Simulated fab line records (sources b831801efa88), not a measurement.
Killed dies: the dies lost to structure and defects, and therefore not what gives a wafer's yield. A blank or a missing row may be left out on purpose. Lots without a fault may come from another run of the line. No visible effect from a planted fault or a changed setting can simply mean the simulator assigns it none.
Tool commonality check    flow gf180mcu    Lots sampled 13, wafers sampled 39

## REASON FOR OPENING
At GF_VT_IMPLANT_TW_MEAS_32 the reading VT_IMPLANT_3_TW is flagged on 1 of 13 lots. Wafers without a fault read 268.1, standard deviation 2.5.
Rule: a lot is flagged when every wafer of it that has a number lies more than 4 standard deviations from that mean, or none has a number. The rest of the lots are taken to be sound.

lot   measured      on             VT_IMPLANT_3_TW, wafer by wafer  flag
L981  day 7 07:53   film_metro-02  265.3 267.0 265.8                
L982  day 7 10:04   film_metro-01  267.0 265.1 266.7                
L985  day 8 07:22   film_metro-02  265.6 266.5 264.1                
L986  day 8 18:52   film_metro-02  265.0 266.1 265.3                
L988  day 9 03:25   film_metro-02  265.1 266.1 265.8                
L989  day 9 05:48   film_metro-04  271.7 271.2 272.4                
L995  day 10 23:56  film_metro-01  29.8 29.8 29.7                   FLAGGED
L997  day 11 11:19  film_metro-04  269.9 270.3 269.1                
L998  day 11 18:16  film_metro-01  266.0 267.4 266.6                
L999  day 12 00:19  film_metro-01  266.7 265.4 265.3                
L100  day 12 06:05  film_metro-04  271.0 270.7 270.6                
L101  day 12 15:59  film_metro-02  266.3 267.6 267.0                
L103  day 13 02:23  film_metro-04  271.3 270.0 270.7                
Average over the flagged lots: 29.8; offset from the usual -238.3, equal to -95 standard deviations.

## WHICH TOOL EACH LOT WENT THROUGH
The record keeps 1 process step preceding the reading, out of 602 steps on the route. Read each cell as the tool, then ch plus the chambers that the sampled wafers visited, then the start.
lot   flag     GF_VT_IMPLANT_EXPOSE_26
L981           iline_stepper-01 ch 0, day 7 00:25
L982           iline_stepper-02 ch 0, day 7 02:23
L985           iline_stepper-02 ch 0, day 7 22:27
L986           iline_stepper-01 ch 0, day 8 11:16
L988           iline_stepper-02 ch 0, day 8 18:27
L989           iline_stepper-01 ch 0, day 8 20:40
L995  FLAGGED  iline_stepper-02 ch 0, day 10 15:11
L997           iline_stepper-02 ch 0, day 11 02:46
L998           iline_stepper-02 ch 0, day 11 07:44
L999           iline_stepper-01 ch 0, day 11 14:28
L100           iline_stepper-01 ch 0, day 11 20:31
L101           iline_stepper-02 ch 0, day 12 04:55
L103           iline_stepper-02 ch 0, day 12 17:12
What is done by these steps:
- GF_VT_IMPLANT_EXPOSE_26: exposes mask LVPWELL HV AREA, target cd 860 nm.
- GF_VT_IMPLANT_TW_MEAS_32

## FLAGGED AGAINST TOTAL, ONE TOOL AT A TIME (gauges that did the reading follow at the end)
step                      tool              lots run  flagged  share of the flagged lots  sound lots run after its first flagged lot
GF_VT_IMPLANT_EXPOSE_26   iline_stepper-01  5         0        none                       -
GF_VT_IMPLANT_EXPOSE_26   iline_stepper-02  8         1        all                        4 (L997,L998,L101,L103)
GF_VT_IMPLANT_TW_MEAS_32  film_metro-01     4         1        all                        2 (L998,L999)
GF_VT_IMPLANT_TW_MEAS_32  film_metro-02     5         0        none                       -
GF_VT_IMPLANT_TW_MEAS_32  film_metro-04     4         0        none                       -

## THE TABLE: WHAT IT ALLOWS
iline_stepper-02 at GF_VT_IMPLANT_EXPOSE_26 and film_metro-01 at GF_VT_IMPLANT_TW_MEAS_32 are the 2 rows of the table that ran each flagged lot.
- iline_stepper-02 at GF_VT_IMPLANT_EXPOSE_26: 1 of its 8 lots flagged. Sound lots followed the first flagged one (L997, L998, L101, L103) on it, something a lasting fault affecting the whole tool could not allow.
- film_metro-01 at GF_VT_IMPLANT_TW_MEAS_32: 1 of its 4 lots flagged. Sound lots followed the first flagged one (L998, L999) on it, something a lasting fault affecting the whole tool could not allow.
None of the table's rows ran every flagged lot and, after the first, no sound lot.

## WHAT THE SIMULATOR PUT IN
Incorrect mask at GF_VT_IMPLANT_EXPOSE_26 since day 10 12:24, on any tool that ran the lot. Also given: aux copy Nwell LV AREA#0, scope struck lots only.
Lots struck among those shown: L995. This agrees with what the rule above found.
